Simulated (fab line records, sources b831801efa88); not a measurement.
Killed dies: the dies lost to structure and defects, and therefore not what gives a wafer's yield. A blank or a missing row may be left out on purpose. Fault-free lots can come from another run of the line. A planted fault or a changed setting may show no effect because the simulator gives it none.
Matching of chambers + flow gf180mcu + GF_PASSIVATION_CVD_02 on pecvd-01: 3 sister chambers
The step deposits Si3N4, target thk 700 nm, time 486.18 s. 3 wafers are shown with their chamber, then 9 later ones without.

== WAFERS PAIRED WITH THEIR CHAMBERS ==
| wafer  | chamber | heater power w (W) |
|--------|---------|--------------------|
| L090.4 | 2       | 804                |
| L090.5 | 1       | 696                |
| L090.6 | 0       | 475                |

== WAFERS WITH NO CHAMBER GIVEN ==
| wafer  | heater power w (W) |
|--------|--------------------|
| L093.4 | 753                |
| L093.5 | 570                |
| L093.6 | 783                |
| L094.1 | 567                |
| L094.5 | 566                |
| L094.6 | 668                |
| L097.1 | 838                |
| L097.3 | 553                |
| L097.4 | 839                |

== CHAMBER TAKEN BY EACH ==
| wafer  | from the rows above     | in truth |
|--------|-------------------------|----------|
| L093.4 | can't be placed: 2 or 1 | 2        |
| L093.5 | can't be placed: 0 or 1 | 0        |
| L093.6 | can't be placed: 2 or 1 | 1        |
| L094.1 | can't be placed: 0 or 1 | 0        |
| L094.5 | can't be placed: 0 or 1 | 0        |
| L094.6 | can't be placed: 1 or 2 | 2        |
| L097.1 | can't be placed: 2 or 1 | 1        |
| L097.3 | can't be placed: 0 or 1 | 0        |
| L097.4 | can't be placed: 2 or 1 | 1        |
Correct placement for 0 of the 9. Unplaceable from these rows: 9, with the true chamber sitting among the candidates in 9. Placed wrongly: 0.
How it was worked out, from the rows above alone: a wafer's distance from a chamber is the root of the sum, over the readings, of the square of ((its reading less the chamber's mean) divided by the reading's scatter). The wafer belongs to the nearest chamber; if the next one is less than 2 further off, it can't be placed. A chamber's mean is the mean of its shown wafers. The scatter: with one shown wafer a chamber, the root of the mean of the squares of how far each hidden wafer lies from its nearest shown one.
